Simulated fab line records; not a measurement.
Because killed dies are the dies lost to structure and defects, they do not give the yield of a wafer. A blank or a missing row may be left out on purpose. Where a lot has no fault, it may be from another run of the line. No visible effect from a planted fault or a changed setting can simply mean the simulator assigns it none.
Matching of chambers	flow gf180mcu	cmp-02 running GF_V1_CMP_26: 4 sister chambers
The step polishes, stops on SiO2, t overpolish 15 s, target thk 0 nm. 4 wafers are shown with their chamber, then 8 later ones without.

EACH WAFER AND ITS CHAMBER
wafer	chamber	motor-current-A (A)
L088.2	3	10.4
L088.3	0	9.5
L088.4	1	10.1
L090.1	2	10.9

WAFERS MISSING THEIR CHAMBER
wafer	motor-current-A (A)
L090.4	10.2
L090.5	9.7
L092.4	11.0
L092.5	10.5
L092.6	10.1
L097.1	10.1
L097.3	9.5
L097.6	10.0

EACH ONE'S CHAMBER
wafer	from the rows above	in truth
L090.4	can't be placed: 1 or 3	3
L090.5	0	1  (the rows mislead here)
L092.4	2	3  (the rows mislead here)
L092.5	3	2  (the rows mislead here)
L092.6	1	1
L097.1	1	1
L097.3	0	0
L097.6	1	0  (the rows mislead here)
3 of 8 placed correctly. From these rows, 1 cannot be placed; in 1 the true chamber is one of the candidates. Wrongly placed: 4.
How it was worked out, from the rows above alone: a wafer's distance from a chamber is the root of the sum, over the readings, of the square of ((its reading less the chamber's mean) divided by the reading's scatter). If the next closest chamber is less than 2 further off than the closest, the wafer can't be placed; otherwise it belongs to the closest. The mean given for a chamber averages the wafers shown for that chamber. The scatter (one wafer shown for each chamber): square how far every hidden wafer sits from the nearest shown wafer, average those squares and take the square root.
